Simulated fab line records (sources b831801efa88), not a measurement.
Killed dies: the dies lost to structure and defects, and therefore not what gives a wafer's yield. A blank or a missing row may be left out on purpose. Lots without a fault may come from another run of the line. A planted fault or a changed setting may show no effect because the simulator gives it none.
fab line records + flow gf180mcu
record:
- lots: 14
- wafers: 42
- lastDay: 34
route steps=602 shown V2@397 M3@420
lots that met no fault: taken from a fault-free run of the same line
startH: hours from the record's opening day to when the first of the lot's shown wafers began + waitH: hours elapsed since this lot's preceding step + " same as the row above + L1.1+2: several wafers, shown together as one row + - no value, or no start given + * or withheld: withheld + < > ~ a bound
route shown NAME@n: a module of which the file shows steps, and the number in the route of the first + usual: the fault-free wafers' mean and standard deviation + same: alike in all rows + chamber/n: place in a boat + sites: each site's reading + _std_site: the values' standard deviation + _edge_site: inner sites' mean taken away from outer sites' mean + radiusMm: how far each site lies from the wafer's centre + mask NAME#n: copy n + behind: the last tool/chamber to shape the wafer + hold: why the lot was held/for how many hours/how that ended + device: the n, p or np transistor that did not switch + end of line: at the end of the route, the tests of the same wafers + where a step has no rows: the recipe by itself + killed: dies lost to structure and defects at the first sort, not the wafer's yield + map: per-die view of a wafer (x killed, . not killed, _ where there is no die)
set.NAME: setting as actually run; set.NAME@STEP: the setting as run at that earlier step + model.NAME: the simulator's own value behind a step, which no gauge read
steps of the route over a sample of lots; a table a step, a row a wafer
services: when a tool's chamber went out of use (startH, in hours from the record's first day, below 0 if earlier), for how many hours, and the reason
== steps ==
step: GF_V2_OVL_MEAS_15
usual:
- V2_OVL: -3/5.9
| lot.wafer | tool       | chamber | startH | waitH | V2_OVL[nm] |
|-----------|------------|---------|--------|-------|------------|
| L188.2    | overlay-01 | -       | 461.80 | 0.1   | -4         |
| L188.5    | "          | -       | "      | "     | -6         |
| L188.6    | "          | -       | "      | "     | 1          |
| L190.4    | overlay-02 | -       | 481.68 | 0.1   | -3         |
| L190.5    | "          | -       | "      | "     | -1         |
| L190.6    | "          | -       | "      | "     | -4         |
| L191.1    | overlay-02 | -       | 491.24 | 0.1   | -12        |
| L191.2    | "          | -       | "      | "     | -3         |
| L191.6    | "          | -       | "      | "     | -13        |
| L192.1    | overlay-01 | -       | 511.21 | 0.1   | -3         |
| L192.3    | "          | -       | "      | "     | -10        |
| L192.5    | "          | -       | "      | "     | -6         |
| L193.1    | overlay-01 | -       | 523.74 | 0.1   | 1          |
| L193.2    | "          | -       | "      | "     | -5         |
| L193.5    | "          | -       | "      | "     | -3         |
| L195.2    | overlay-01 | -       | 530.24 | 0.1   | 0          |
| L195.4    | "          | -       | "      | "     | -11        |
| L195.6    | "          | -       | "      | "     | 3          |
| L202.1    | overlay-01 | -       | 585.02 | 0.1   | -3         |
| L202.2    | "          | -       | "      | "     | -8         |
| L202.6    | "          | -       | "      | "     | -6         |
| L203.1    | overlay-01 | -       | 590.81 | 0.1   | 5          |
| L203.2    | "          | -       | "      | "     | 4          |
| L203.3    | "          | -       | "      | "     | 1          |
| L205.2    | overlay-02 | -       | 608.10 | 0.1   | -1         |
| L205.3    | "          | -       | "      | "     | 8          |
| L205.4    | "          | -       | "      | "     | 0          |
| L206.3    | overlay-01 | -       | 613.82 | 0.1   | -1         |
| L206.4    | "          | -       | "      | "     | -2         |
| L206.6    | "          | -       | "      | "     | -2         |
| L207.1    | overlay-02 | -       | 621.86 | 0.1   | -5         |
| L207.3    | "          | -       | "      | "     | -10        |
| L207.4    | "          | -       | "      | "     | -5         |
| L208.1    | overlay-02 | -       | 628.79 | 0.1   | -12        |
| L208.2    | "          | -       | "      | "     | -11        |
| L208.3    | "          | -       | "      | "     | -18        |
| L209.1    | overlay-01 | -       | 634.31 | 0.1   | -8         |
| L209.2    | "          | -       | "      | "     | -8         |
| L209.6    | "          | -       | "      | "     | -8         |
| L210.2    | overlay-02 | -       | 640.70 | 0.1   | 0          |
| L210.3    | "          | -       | "      | "     | -4         |
| L210.6    | "          | -       | "      | "     | 3          |
step: GF_V2_SPUTTER_21
recipe:
- material: Ti
- targetThkNm: 15
- chamberPressurePa: 5
- powerW: 2500
- substrateTempC: 200
- timeS: 80.02
usual:
- throttleValvePct: 29.4/1.2
same:
- timeS: 80.02
| lot.wafer | tool          | chamber | startH | waitH | throttleValvePct |
|-----------|---------------|---------|--------|-------|------------------|
| L188.2    | pvdSputter-04 | -       | 462.49 | 0.0   | 31.0             |
| L188.5    | "             | -       | "      | "     | 30.8             |
| L188.6    | "             | -       | "      | "     | 29.1             |
| L190.4    | pvdSputter-03 | -       | 482.37 | 0.0   | 30.5             |
| L190.5    | "             | -       | "      | "     | 29.4             |
| L190.6    | "             | -       | "      | "     | 30.5             |
| L191.1    | pvdSputter-04 | -       | 491.94 | 0.0   | 29.0             |
| L191.2    | "             | -       | "      | "     | 30.7             |
| L191.6    | "             | -       | "      | "     | 29.3             |
| L192.1    | pvdSputter-01 | -       | 511.91 | 0.0   | 30.5             |
| L192.3    | "             | -       | "      | "     | 28.8             |
| L192.5    | "             | -       | "      | "     | 30.4             |
| L193.1    | pvdSputter-03 | -       | 524.44 | 0.0   | 30.5             |
| L193.2    | "             | -       | "      | "     | 29.3             |
| L193.5    | "             | -       | "      | "     | 27.4             |
| L195.2    | pvdSputter-03 | -       | 530.97 | 0.0   | 30.8             |
| L195.4    | "             | -       | "      | "     | 29.3             |
| L195.6    | "             | -       | "      | "     | 27.3             |
| L202.1    | pvdSputter-04 | -       | 585.72 | 0.0   | 28.9             |
| L202.2    | "             | -       | "      | "     | 30.8             |
| L202.6    | "             | -       | "      | "     | 31.0             |
| L203.1    | pvdSputter-03 | -       | 591.51 | 0.0   | 29.9             |
| L203.2    | "             | -       | "      | "     | 30.5             |
| L203.3    | "             | -       | "      | "     | 29.5             |
| L205.2    | pvdSputter-03 | -       | 608.80 | 0.0   | 29.5             |
| L205.3    | "             | -       | "      | "     | 27.4             |
| L205.4    | "             | -       | "      | "     | 29.9             |
| L206.3    | pvdSputter-01 | -       | 614.54 | 0.0   | 30.3             |
| L206.4    | "             | -       | "      | "     | 27.4             |
| L206.6    | "             | -       | "      | "     | 28.4             |
| L207.1    | pvdSputter-03 | -       | 622.56 | 0.0   | 30.5             |
| L207.3    | "             | -       | "      | "     | 27.3             |
| L207.4    | "             | -       | "      | "     | 29.4             |
| L208.1    | pvdSputter-01 | -       | 629.49 | 0.0   | 30.0             |
| L208.2    | "             | -       | "      | "     | 30.3             |
| L208.3    | "             | -       | "      | "     | 28.7             |
| L209.1    | pvdSputter-04 | -       | 635.01 | 0.0   | 29.3             |
| L209.2    | "             | -       | "      | "     | 30.9             |
| L209.6    | "             | -       | "      | "     | 29.3             |
| L210.2    | pvdSputter-01 | -       | 641.39 | 0.0   | 30.0             |
| L210.3    | "             | -       | "      | "     | 28.6             |
| L210.6    | "             | -       | "      | "     | 28.6             |
step: GF_M3_EXPOSE_11
recipe:
- maskId: Metal3
- targetCdNm: 280
- na: 0.68
- sourceShape: conventional
- sigmaOuter: 0.6
- doseMj: 28
usual:
- exposureDoseMJCm2: 28.05/0.093
- focusOffsetNm: -0.1/0.54
| lot.wafer | tool          | chamber | startH | waitH | mask     | exposureDoseMJCm2 | focusOffsetNm |
|-----------|---------------|---------|--------|-------|----------|-------------------|---------------|
| L188.2    | krfScanner-02 | 0       | 476.08 | -     | Metal3#0 | 28.00             | -0.2          |
| L188.5    | "             | 0       | "      | "     | Metal3#0 | 27.99             | -0.1          |
| L188.6    | "             | 0       | "      | "     | Metal3#0 | 28.01             | -0.8          |
| L190.4    | krfScanner-01 | 0       | 495.39 | -     | Metal3#0 | 28.17             | -0.8          |
| L190.5    | "             | 0       | "      | "     | Metal3#0 | 28.17             | -1.0          |
| L190.6    | "             | 0       | "      | "     | Metal3#0 | 28.13             | -0.6          |
| L191.1    | krfScanner-02 | 0       | 504.56 | -     | Metal3#0 | 28.02             | 0.2           |
| L191.2    | "             | 0       | "      | "     | Metal3#0 | 28.00             | 1.2           |
| L191.6    | "             | 0       | "      | "     | Metal3#0 | 27.95             | 0.3           |
| L192.1    | krfScanner-02 | 0       | 524.79 | -     | Metal3#0 | 28.00             | 0.5           |
| L192.3    | "             | 0       | "      | "     | Metal3#0 | 27.99             | 0.0           |
| L192.5    | "             | 0       | "      | "     | Metal3#0 | 28.02             | -0.2          |
| L193.1    | krfScanner-02 | 0       | 536.62 | -     | Metal3#0 | 27.98             | -0.6          |
| L193.2    | "             | 0       | "      | "     | Metal3#0 | 27.97             | -1.3          |
| L193.5    | "             | 0       | "      | "     | Metal3#0 | 27.98             | -0.3          |
| L195.2    | krfScanner-01 | 0       | 543.40 | -     | Metal3#0 | 28.17             | 0.4           |
| L195.4    | "             | 0       | "      | "     | Metal3#0 | 28.16             | 0.4           |
| L195.6    | "             | 0       | "      | "     | Metal3#0 | 28.13             | 0.1           |
| L202.1    | krfScanner-02 | -       | 597.13 | -     | Metal3#0 | -                 | -             |
| L202.2    | "             | -       | "      | "     | Metal3#0 | -                 | -             |
| L202.6    | "             | -       | "      | "     | Metal3#0 | -                 | -             |
| L203.1    | krfScanner-02 | -       | 603.18 | -     | Metal3#0 | -                 | -             |
| L203.2    | "             | -       | "      | "     | Metal3#0 | -                 | -             |
| L203.3    | "             | -       | "      | "     | Metal3#0 | -                 | -             |
| L205.2    | krfScanner-01 | 0       | 620.13 | -     | Metal3#0 | 28.15             | 0.7           |
| L205.3    | "             | 0       | "      | "     | Metal3#0 | 28.14             | 0.0           |
| L205.4    | "             | 0       | "      | "     | Metal3#0 | 28.17             | -0.6          |
| L206.3    | krfScanner-02 | 0       | 625.99 | -     | Metal3#0 | 27.91             | -0.4          |
| L206.4    | "             | 0       | "      | "     | Metal3#0 | 27.97             | 0.2           |
| L206.6    | "             | 0       | "      | "     | Metal3#0 | 27.93             | -0.1          |
| L207.1    | krfScanner-01 | 0       | 633.91 | -     | Metal3#0 | 28.11             | -0.2          |
| L207.3    | "             | 0       | "      | "     | Metal3#0 | 28.15             | -0.6          |
| L207.4    | "             | 0       | "      | "     | Metal3#0 | 28.10             | -0.3          |
| L208.1    | krfScanner-02 | 0       | 640.71 | -     | Metal3#0 | 27.89             | -0.4          |
| L208.2    | "             | 0       | "      | "     | Metal3#0 | 27.92             | 0.3           |
| L208.3    | "             | 0       | "      | "     | Metal3#0 | 27.96             | -0.5          |
| L209.1    | krfScanner-02 | 0       | 645.77 | -     | Metal3#0 | 27.98             | -0.5          |
| L209.2    | "             | 0       | "      | "     | Metal3#0 | 28.03             | 0.6           |
| L209.6    | "             | 0       | "      | "     | Metal3#0 | 28.01             | 0.0           |
| L210.2    | krfScanner-01 | 0       | 652.53 | -     | Metal3#0 | 28.13             | -0.2          |
| L210.3    | "             | 0       | "      | "     | Metal3#0 | 28.14             | -0.1          |
| L210.6    | "             | 0       | "      | "     | Metal3#0 | 28.12             | 0.0           |
step: GF_M3_METAL_ETCH_16
recipe:
- chemistry: Cl2/BCl3
- maskMaterial: KrF
- targetDepthNm: 750.8
- stopOn: SiO2
- pressureMtorr: 8
- icpW: 800
- biasW: 140
- Cl2_flow_sccm: 80
- bcl3FlowSccm: 40
- timeS: 125.1
usual:
- biasW: 140.0/0.44
- drypumpMotorCurrentA: 5.6/0.56
- oesProductAu: 0.986/0.0053
- throttleValvePct: 28.235/0.011
same:
- timeS: 125.1
| lot.wafer | tool        | chamber | startH | waitH | biasW | drypumpMotorCurrentA | oesProductAu | rfHoursCounterH | throttleValvePct |
|-----------|-------------|---------|--------|-------|-------|----------------------|--------------|-----------------|------------------|
| L188.2    | rieMetal-01 | 0       | 487.79 | 0.0   | 139.6 | 5.8                  | 0.987        | 7               | 28.249           |
| L188.5    | "           | 1       | "      | "     | 140.0 | 6.4                  | 0.984        | -               | 28.232           |
| L188.6    | "           | 0       | "      | "     | 140.3 | 5.8                  | 0.986        | -               | 28.239           |
| L190.4    | rieMetal-03 | 0       | 506.94 | 0.1   | 139.5 | 4.9                  | 0.991        | -               | 28.233           |
| L190.5    | "           | 0       | "      | "     | 139.9 | 4.9                  | 0.978        | -               | 28.236           |
| L190.6    | "           | 1       | "      | "     | 139.9 | 4.9                  | 0.993        | -               | 28.218           |
| L191.1    | rieMetal-01 | 0       | 516.18 | 0.0   | 140.7 | 5.8                  | 0.988        | 8               | 28.212           |
| L191.2    | "           | 1       | "      | "     | 140.3 | 6.4                  | 0.980        | 2               | 28.245           |
| L191.6    | "           | 0       | "      | "     | 140.4 | 5.8                  | 0.987        | -               | 28.239           |
| L192.1    | rieMetal-04 | 0       | 535.94 | 0.0   | 140.8 | 5.3                  | 0.991        | 2               | 28.229           |
| L192.3    | "           | 0       | "      | "     | 140.5 | 5.3                  | 0.983        | -               | 28.239           |
| L192.5    | "           | 1       | "      | "     | 140.4 | 5.8                  | 0.980        | -               | 28.253           |
| L193.1    | rieMetal-01 | 1       | 548.28 | 0.0   | 139.8 | 6.4                  | 0.996        | 3               | 28.234           |
| L193.2    | "           | 0       | "      | "     | 139.8 | 5.8                  | 0.986        | 9               | 28.222           |
| L193.5    | "           | 0       | "      | "     | 139.7 | 5.8                  | 0.986        | -               | 28.220           |
| L195.2    | rieMetal-03 | 0       | 554.68 | 0.0   | 139.6 | 4.9                  | 0.990        | 3               | 28.239           |
| L195.4    | "           | 0       | "      | "     | 140.1 | 4.9                  | 0.986        | -               | 28.239           |
| L195.6    | "           | 1       | "      | "     | 140.5 | 4.9                  | 0.985        | -               | 28.226           |
| L202.1    | rieMetal-01 | 0       | 607.29 | 0.0   | 140.0 | 5.8                  | 0.977        | 11              | 28.239           |
| L202.2    | "           | 1       | "      | "     | 140.0 | 6.5                  | 0.984        | 5               | 28.249           |
| L202.6    | "           | 1       | "      | "     | 140.0 | 6.4                  | 0.987        | -               | 28.243           |
| L203.1    | rieMetal-03 | 1       | 613.78 | 0.0   | 140.3 | 4.9                  | 0.987        | 10              | 28.250           |
| L203.2    | "           | 0       | "      | "     | 140.7 | 4.9                  | 0.984        | 5               | 28.235           |
| L203.3    | "           | 0       | "      | "     | 140.3 | 4.9                  | 0.981        | -               | 28.216           |
| L205.2    | rieMetal-01 | 1       | 630.04 | 0.0   | 139.6 | 6.4                  | 0.991        | 6               | 28.241           |
| L205.3    | "           | 1       | "      | "     | 139.3 | 6.4                  | 0.980        | -               | 28.222           |
| L205.4    | "           | 0       | "      | "     | 140.2 | 5.8                  | 0.986        | -               | 28.242           |
| L206.3    | rieMetal-04 | 0       | 635.58 | 0.1   | 140.3 | 5.3                  | 0.993        | -               | 28.238           |
| L206.4    | "           | 1       | "      | "     | 140.0 | 5.9                  | 0.991        | -               | 28.235           |
| L206.6    | "           | 1       | "      | "     | 140.0 | 5.9                  | 0.983        | -               | 28.230           |
| L207.1    | rieMetal-04 | 0       | 644.14 | 0.0   | 140.8 | 5.3                  | 0.988        | 5               | 28.221           |
| L207.3    | "           | 1       | "      | "     | 139.7 | 5.9                  | 0.983        | -               | 28.239           |
| L207.4    | "           | 0       | "      | "     | 140.4 | 5.3                  | 0.987        | -               | 28.239           |
| L208.1    | rieMetal-04 | 0       | 650.91 | 0.0   | 140.4 | 5.4                  | 0.991        | 6               | 28.248           |
| L208.2    | "           | 1       | "      | "     | 140.1 | 5.9                  | 0.985        | 6               | 28.245           |
| L208.3    | "           | 0       | "      | "     | 139.9 | 5.4                  | 0.981        | -               | 28.230           |
| L209.1    | rieMetal-01 | 0       | 655.83 | 0.0   | 139.7 | 5.8                  | 0.985        | 13              | 28.228           |
| L209.2    | "           | 1       | "      | "     | 140.1 | 6.5                  | 0.983        | 7               | 28.250           |
| L209.6    | "           | 1       | "      | "     | 139.8 | 6.4                  | 0.983        | -               | 28.221           |
| L210.2    | rieMetal-04 | 0       | 662.24 | 0.0   | 141.0 | 5.3                  | 0.997        | 6               | 28.242           |
| L210.3    | "           | 1       | "      | "     | 139.1 | 5.9                  | 0.985        | -               | 28.231           |
| L210.6    | "           | 0       | "      | "     | 140.7 | 5.3                  | 0.994        | -               | 28.237           |
== services ==
| tool          | chamber | startH | hours | kind        |
|---------------|---------|--------|-------|-------------|
| pvdSputter-01 | -       | 443.08 | 1.8   | repair      |
| krfScanner-01 | -       | 451.96 | 1.3   | pm          |
| krfScanner-01 | -       | 458.81 | 3.6   | pm          |
| krfScanner-02 | -       | 463.07 | 0.8   | pm          |
| krfScanner-02 | -       | 465.10 | 0.8   | repair      |
| pvdSputter-04 | -       | 465.94 | 2.8   | repair      |
| pvdSputter-03 | -       | 469.30 | 5.2   | repair      |
| krfScanner-02 | 0       | 474.51 | -     | calibration |
| krfScanner-01 | -       | 492.45 | 0.8   | pm          |
| krfScanner-01 | -       | 515.39 | 4.0   | pm          |
| krfScanner-02 | -       | 519.47 | 1.0   | pm          |
| krfScanner-01 | -       | 526.82 | 0.1   | repair      |
| krfScanner-01 | -       | 536.12 | 1.0   | pm          |
| rieMetal-04   | -       | 543.80 | 2.8   | pm          |
| rieMetal-03   | -       | 565.71 | 0.3   | repair      |
| rieMetal-04   | -       | 581.53 | 0.5   | repair      |
| pvdSputter-04 | -       | 600.72 | 6.3   | repair      |
| krfScanner-02 | -       | 603.86 | 1.3   | pm          |
| rieMetal-01   | 1       | 619.58 | 1.0   | repair      |
| rieMetal-04   | 1       | 625.51 | 8.0   | repair      |
| krfScanner-01 | -       | 627.93 | 1.3   | pm          |
| pvdSputter-04 | -       | 628.67 | 1.0   | repair      |
| krfScanner-02 | -       | 631.87 | 0.8   | pm          |
| krfScanner-01 | -       | 661.25 | 0.8   | pm          |
== key ==
firstSign:
- step: GF_M3_EXPOSE_11
- reading: toolRecord
- direction: missing
effect none on later readings
metAt GF_M3_EXPOSE_11
struckLots L202,L203
laterRowsLeftOut L202.1,L202.2,L202.6,L203.1,L203.2,L203.3
sortLeftOut L202.1,L202.2,L202.6,L203.1,L203.2,L203.3
notActingAt GF_V2_OVL_MEAS_15,GF_V2_SPUTTER_21,GF_M3_METAL_ETCH_16
onsetBetween 536.62 597.13
fault:
- kind: skippedStepWhole
- tool: krfScanner-02
- chamber: -
- onsetH: 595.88
- steps: GF_M3_EXPOSE_11
- scope: struckLotsOnly
sortLeftOut: the simulated sort isn't trusted on such a fault, so these wafers' sort isn't shown, and their yield isn't known
laterRowsLeftOut: the simulator's readings of these wafers behind a module that went badly wrong aren't trusted and aren't shown, but for the sort
